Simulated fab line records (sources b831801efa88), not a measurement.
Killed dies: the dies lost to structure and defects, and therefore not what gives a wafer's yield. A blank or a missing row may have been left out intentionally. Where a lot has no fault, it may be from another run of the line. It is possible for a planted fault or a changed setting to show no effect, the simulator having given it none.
fab line records -- flow gf180mcu
record: lots: 14, wafers: 42, last_day: 34
route steps=602 shown VT_IMPLANT@94 MVPSD@139 HV_LDD@223
lots that met no fault: taken from a fault-free run of the same line
start_h: the number of hours between the record's first day and the start of the first shown wafer of the lot -- wait_h: hours elapsed since this lot's preceding step -- " the same as in the row above -- L1.1+2: a row that stands for several wafers -- - no value present, or no start provided -- * or withheld: withheld -- < > ~ a bound
route shown NAME@n: names a module that has steps shown in the file, with the first one's number in the route -- usual: mean/standard deviation taken from wafers without a fault -- same: alike in all rows -- chamber/n: place in a boat -- sites: each site's reading -- _std_site: their standard deviation -- _edge_site: the outer-site mean with the inner-site mean subtracted -- radius_mm: for every site, how far away it sits from the centre of the wafer -- mask NAME#n: copy n -- behind: the last tool/chamber to shape the wafer -- hold: why the lot was held/for how many hours/how that ended -- device: which transistor (n, p or np) failed to switch -- end of line: the tests these same wafers got at the end of their route -- where a step has no rows: the recipe by itself -- killed: dies lost to structure and defects at the first sort, not the wafer's yield -- map: the dies of a wafer, with x for killed, . for not killed, _ for no die there
set.NAME: setting as actually run; set.NAME@STEP: the setting as run at that earlier step -- model.NAME: the simulator's own value behind a step, which no gauge read
a sample of lots followed through the steps of the route, with each step as a table and each wafer as a row
services: the hour from which a tool's chamber was out of use, counted from the record's first day as start_h (under 0 if before that day), plus the number of hours and why
== steps ==
step: GF_VT_IMPLANT_EXPOSE_04
recipe: mask_id: LVPWELL_LV_AREA, target_cd_nm: 600, na: 0.6, source_shape: conventional, sigma_outer: 0.6, dose_mj: 140
lot.wafer,tool,chamber,start_h,wait_h,mask
L313.3+4+5,iline_stepper-01,0,101.49,-,LVPWELL_LV_AREA#0
L314.3+5+6,iline_stepper-01,0,109.45,-,LVPWELL_LV_AREA#0
L315.1+2+6,iline_stepper-02,0,112.19,-,LVPWELL_LV_AREA#0
L316.1+2+6,iline_stepper-01,0,121.88,-,LVPWELL_LV_AREA#0
L318.1+5+6,iline_stepper-01,0,138.51,-,LVPWELL_LV_AREA#0
L317.1+2+5,iline_stepper-02,0,138.79,-,LVPWELL_LV_AREA#0
L319.2+3+4,iline_stepper-01,0,154.68,-,LVPWELL_LV_AREA#0
L321.2+3+5,iline_stepper-01,0,162.03,-,LVPWELL_LV_AREA#0
L324.2+4+5,iline_stepper-02,0,174.17,-,LVPWELL_LV_AREA#0
L328.1+3+4,iline_stepper-02,0,198.33,-,LVPWELL_LV_AREA#0
L330.2+4+6,iline_stepper-01,0,206.83,-,LVPWELL_LV_AREA#0
L331.1+2+6,iline_stepper-01,0,215.21,-,LVPWELL_LV_AREA#0
L332.1+2+4,iline_stepper-01,0,221.11,-,LVPWELL_LV_AREA#0
L335.1+4+5,iline_stepper-01,0,238.07,-,LVPWELL_LV_AREA#0
step: GF_VT_IMPLANT_OVL_MEAS_07
usual: VT_IMPLANT_OVL: 1.3/1.8
lot.wafer,tool,chamber,start_h,wait_h,VT_IMPLANT_OVL[nm]
L313.3,overlay-02,-,108.73,0.1,1.5
L313.4,overlay-02,-,108.73,0.1,2.0
L313.5,overlay-02,-,108.73,0.1,2.8
L314.3,overlay-01,-,116.33,0.1,3.0
L314.5,overlay-01,-,116.33,0.1,3.4
L314.6,overlay-01,-,116.33,0.1,2.9
L315.1,overlay-01,-,118.96,0.1,0.2
L315.2,overlay-01,-,118.96,0.1,-0.2
L315.6,overlay-01,-,118.96,0.1,-0.5
L316.1,overlay-02,-,129.21,0.1,2.7
L316.2,overlay-02,-,129.21,0.1,2.8
L316.6,overlay-02,-,129.21,0.1,3.4
L318.1,overlay-01,-,146.36,0.1,2.2
L318.5,overlay-01,-,146.36,0.1,1.8
L318.6,overlay-01,-,146.36,0.1,-0.2
L317.1,overlay-02,-,146.56,0.1,-1.6
L317.2,overlay-02,-,146.56,0.1,-1.7
L317.5,overlay-02,-,146.56,0.1,-1.7
L319.2,overlay-02,-,162.62,0.1,0.3
L319.3,overlay-02,-,162.62,0.1,-0.6
L319.4,overlay-02,-,162.62,0.1,-1.8
L321.2,overlay-01,-,169.76,0.1,2.3
L321.3,overlay-01,-,169.76,0.1,4.2
L321.5,overlay-01,-,169.76,0.1,4.4
L324.2,overlay-02,-,181.82,0.1,-139.4
L324.4,overlay-02,-,181.82,0.1,-141.0
L324.5,overlay-02,-,181.82,0.1,-141.8
L328.1,overlay-02,-,206.20,0.1,-138.8
L328.3,overlay-02,-,206.20,0.1,-141.6
L328.4,overlay-02,-,206.20,0.1,-139.9
L330.2,overlay-01,-,215.51,0.1,1.0
L330.4,overlay-01,-,215.51,0.1,1.4
L330.6,overlay-01,-,215.51,0.1,3.6
L331.1,overlay-01,-,223.31,0.1,0.8
L331.2,overlay-01,-,223.31,0.1,1.1
L331.6,overlay-01,-,223.31,0.1,1.9
L332.1,overlay-02,-,229.96,0.1,5.6
L332.2,overlay-02,-,229.96,0.1,2.7
L332.4,overlay-02,-,229.96,0.1,2.5
L335.1,overlay-02,-,247.06,0.1,1.3
L335.4,overlay-02,-,247.06,0.1,3.9
L335.5,overlay-02,-,247.06,0.1,1.5
step: GF_VT_IMPLANT_STRIP_20
recipe: chemistry: O2/N2, power_w: 1400, pressure_mtorr: 1500, platen_temp_c: 250, o2_flow_sccm: 3000, n2_flow_sccm: 300, overash_fraction: 0.5
usual: drypump_motor_current_A: 5.6/0.42, heater_power_w: 343/55, oes_product_au: 0.716/0.0043, strip_time_to_endpoint_s: 12.64/0.031
lot.wafer,tool,chamber,start_h,wait_h,drypump_motor_current_A,heater_power_w,oes_product_au,rf_hours_counter_h,strip_time_to_endpoint_s
L313.3,plasma_asher-04,0,124.08,0.1,6.0,310,0.715,-,12.57
L313.4,plasma_asher-04,1,124.08,0.1,4.8,297,0.720,-,12.59
L313.5,plasma_asher-04,1,124.08,0.1,4.8,299,0.714,-,12.63
L314.3,plasma_asher-03,0,131.38,0.1,5.7,448,0.718,-,12.68
L314.5,plasma_asher-03,0,131.38,0.1,5.7,438,0.710,-,12.64
L314.6,plasma_asher-03,1,131.38,0.1,5.5,332,0.723,-,12.60
L315.1,plasma_asher-04,1,134.34,0.1,4.7,300,0.708,35,12.61
L315.2,plasma_asher-04,0,134.34,0.1,6.1,310,0.712,35,12.65
L315.6,plasma_asher-04,1,134.34,0.1,4.7,303,0.717,-,12.69
L316.1,plasma_asher-04,1,144.94,0.1,4.7,291,0.715,36,12.60
L316.2,plasma_asher-04,0,144.94,0.1,6.0,312,0.716,36,12.59
L316.6,plasma_asher-04,1,144.94,0.1,4.7,300,0.718,-,12.65
L318.1,plasma_asher-03,0,163.10,0.1,5.7,429,0.714,53,12.61
L318.5,plasma_asher-03,0,163.10,0.1,5.7,434,0.718,-,12.61
L318.6,plasma_asher-03,1,163.10,0.1,5.5,331,0.717,-,12.60
L317.1,plasma_asher-04,1,163.19,0.1,4.8,298,0.721,37,12.65
L317.2,plasma_asher-04,0,163.19,0.1,6.0,306,0.710,37,12.64
L317.5,plasma_asher-04,1,163.19,0.1,4.8,304,0.717,-,12.64
L319.2,plasma_asher-03,0,178.99,0.1,5.7,430,0.716,55,12.63
L319.3,plasma_asher-03,0,178.99,0.1,5.7,442,0.718,-,12.65
L319.4,plasma_asher-03,1,178.99,0.1,5.5,335,0.716,-,12.65
L321.2,plasma_asher-04,1,186.09,0.1,4.8,299,0.708,40,12.66
L321.3,plasma_asher-04,0,186.09,0.1,6.1,316,0.722,-,12.62
L321.5,plasma_asher-04,0,186.09,0.1,6.1,314,0.712,-,12.64
L324.2,plasma_asher-03,0,199.34,0.1,5.7,448,0.714,58,12.58
L324.4,plasma_asher-03,1,199.34,0.1,5.5,333,0.713,-,12.63
L324.5,plasma_asher-03,0,199.34,0.1,5.7,436,0.710,-,12.59
L328.1,plasma_asher-03,1,224.60,0.1,5.5,327,0.711,60,12.62
L328.3,plasma_asher-03,1,224.60,0.1,5.5,337,0.720,-,12.64
L328.4,plasma_asher-03,0,224.60,0.1,5.7,436,0.715,-,12.66
L330.2,plasma_asher-03,0,233.84,0.1,5.7,426,0.714,61,12.66
L330.4,plasma_asher-03,0,233.84,0.1,5.7,431,0.719,-,12.67
L330.6,plasma_asher-03,0,233.84,0.1,5.7,446,0.710,-,12.71
L331.1,plasma_asher-03,1,241.94,0.1,5.4,342,0.719,62,12.68
L331.2,plasma_asher-03,0,241.94,0.1,5.7,428,0.713,62,12.66
L331.6,plasma_asher-03,1,241.94,0.1,5.5,329,0.716,-,12.66
L332.1,plasma_asher-03,0,248.74,0.1,5.7,447,0.717,63,12.62
L332.2,plasma_asher-03,1,248.74,0.1,5.5,330,0.718,63,12.63
L332.4,plasma_asher-03,1,248.74,0.1,5.5,346,0.720,-,12.60
L335.1,plasma_asher-02,1,266.04,0.1,6.0,295,0.724,59,12.68
L335.4,plasma_asher-02,1,266.04,0.1,6.0,291,0.722,-,12.64
L335.5,plasma_asher-02,0,266.04,0.1,5.8,295,0.715,-,12.71
step: GF_VT_IMPLANT_RS_MEAS_49
recipe: thk_meas_gauge: four-point-probe
usual: MVPSD_RS: 1169/3.5
lot.wafer,tool,chamber,start_h,wait_h,MVPSD_RS[ohm/sq]
L313.3,film_metro-04,-,155.86,0.1,1172
L313.4,film_metro-04,-,155.86,0.1,1173
L313.5,film_metro-04,-,155.86,0.1,1171
L314.3,film_metro-02,-,164.45,0.1,1168
L314.5,film_metro-02,-,164.45,0.1,1169
L314.6,film_metro-02,-,164.45,0.1,1168
L315.1,film_metro-03,-,166.61,0.1,1165
L315.2,film_metro-03,-,166.61,0.1,1167
L315.6,film_metro-03,-,166.61,0.1,1165
L316.1,film_metro-03,-,178.12,0.1,1175
L316.2,film_metro-03,-,178.12,0.1,1177
L316.6,film_metro-03,-,178.12,0.1,1176
L318.1,film_metro-03,-,197.27,0.1,1168
L318.5,film_metro-03,-,197.27,0.1,1168
L318.6,film_metro-03,-,197.27,0.1,1168
L317.1,film_metro-02,-,197.37,0.1,1172
L317.2,film_metro-02,-,197.37,0.1,1170
L317.5,film_metro-02,-,197.37,0.1,1170
L319.2,film_metro-03,-,214.78,0.1,1171
L319.3,film_metro-03,-,214.78,0.1,1174
L319.4,film_metro-03,-,214.78,0.1,1168
L321.2,film_metro-02,-,222.58,0.1,1165
L321.3,film_metro-02,-,222.58,0.1,1168
L321.5,film_metro-02,-,222.58,0.1,1166
L324.2,film_metro-03,-,236.34,0.1,1175
L324.4,film_metro-03,-,236.34,0.1,1179
L324.5,film_metro-03,-,236.34,0.1,1174
L328.1,film_metro-03,-,263.06,0.1,1171
L328.3,film_metro-03,-,263.06,0.1,1170
L328.4,film_metro-03,-,263.06,0.1,1170
L330.2,film_metro-02,-,272.78,0.1,1166
L330.4,film_metro-02,-,272.78,0.1,1169
L330.6,film_metro-02,-,272.78,0.1,1169
L331.1,film_metro-03,-,279.88,0.1,1170
L331.2,film_metro-03,-,279.88,0.1,1170
L331.6,film_metro-03,-,279.88,0.1,1173
L332.1,film_metro-04,-,287.82,0.1,1170
L332.2,film_metro-04,-,287.82,0.1,1173
L332.4,film_metro-04,-,287.82,0.1,1171
L335.1,film_metro-02,-,306.26,0.1,1164
L335.4,film_metro-02,-,306.26,0.1,1164
L335.5,film_metro-02,-,306.26,0.1,1162
step: GF_HV_LDD_OVL_MEAS_47
usual: HV_LDD_03_OVL: -0.2/1.5
lot.wafer,tool,chamber,start_h,wait_h,HV_LDD_03_OVL[nm]
L313.3,overlay-01,-,269.24,0.1,1.2
L313.4,overlay-01,-,269.24,0.1,1.2
L313.5,overlay-01,-,269.24,0.1,1.8
L314.3,overlay-01,-,281.42,0.1,1.4
L314.5,overlay-01,-,281.42,0.1,0.0
L314.6,overlay-01,-,281.42,0.1,1.2
L315.1,overlay-01,-,284.81,0.1,-2.4
L315.2,overlay-01,-,284.81,0.1,0.2
L315.6,overlay-01,-,284.81,0.1,-0.5
L316.1,overlay-01,-,301.07,0.1,1.0
L316.2,overlay-01,-,301.07,0.1,1.1
L316.6,overlay-01,-,301.07,0.1,1.0
L318.1,overlay-02,-,321.06,0.1,-3.1
L318.5,overlay-02,-,321.06,0.1,-2.8
L318.6,overlay-02,-,321.06,0.1,-2.5
L317.1,overlay-02,-,323.62,0.1,-1.6
L317.2,overlay-02,-,323.62,0.1,1.2
L317.5,overlay-02,-,323.62,0.1,-1.5
L319.2,overlay-01,-,347.32,0.1,-0.5
L319.3,overlay-01,-,347.32,0.1,-0.6
L319.4,overlay-01,-,347.32,0.1,-3.6
L321.2,overlay-02,-,357.47,0.1,1.1
L321.3,overlay-02,-,357.47,0.1,0.8
L321.5,overlay-02,-,357.47,0.1,1.5
L324.2,overlay-01,-,370.94,0.1,-1.7
L324.4,overlay-01,-,370.94,0.1,-1.1
L324.5,overlay-01,-,370.94,0.1,-0.2
L328.1,overlay-01,-,401.23,0.1,-1.9
L328.3,overlay-01,-,401.23,0.1,-1.5
L328.4,overlay-01,-,401.23,0.1,-0.9
L330.2,overlay-01,-,410.66,0.1,1.5
L330.4,overlay-01,-,410.66,0.1,0.8
L330.6,overlay-01,-,410.66,0.1,0.8
L331.1,overlay-01,-,421.39,0.1,-1.6
L331.2,overlay-01,-,421.39,0.1,0.5
L331.6,overlay-01,-,421.39,0.1,0.1
L332.1,overlay-02,-,427.31,0.1,-1.7
L332.2,overlay-02,-,427.31,0.1,1.3
L332.4,overlay-02,-,427.31,0.1,0.2
L335.1,overlay-01,-,450.57,0.1,1.1
L335.4,overlay-01,-,450.57,0.1,1.9
L335.5,overlay-01,-,450.57,0.1,2.9
== services ==
tool,chamber,start_h,hours,kind
iline_stepper-02,-,101.06,2.6,repair
iline_stepper-01,0,131.04,-,calibration
iline_stepper-02,0,136.86,-,calibration
iline_stepper-02,-,162.67,1.5,repair
plasma_asher-02,-,166.53,14.6,pm
iline_stepper-02,-,220.05,1.7,pm
plasma_asher-02,-,238.69,0.7,repair
iline_stepper-01,-,244.19,9.7,repair
plasma_asher-03,-,254.06,1.0,repair
== key ==
first_sign: step: GF_VT_IMPLANT_OVL_MEAS_07, reading: VT_IMPLANT_OVL, direction: down, sigmas: 79, usual: 1.3, struck: -140.4
effect none on later readings
met_at GF_VT_IMPLANT_EXPOSE_04
struck_lots L324,L328
tester_left_out L324,L328
not_acting_at GF_VT_IMPLANT_STRIP_20,GF_VT_IMPLANT_RS_MEAS_49,GF_HV_LDD_OVL_MEAS_47
onset_between 138.79 174.17
fault: kind: scanner_matching_overlay, tool: iline_stepper-02, chamber: -, onset_h: 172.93, steps: GF_VT_IMPLANT_EXPOSE_04, offset: -140.17
tester_left_out: of these lots the tester's yield and bins aren't shown, on N5 and GAA mostly nor the transistor test; their killed dies are dies lost to structure and defects alone, not to doping, threshold or leakage, so they don't give the yield
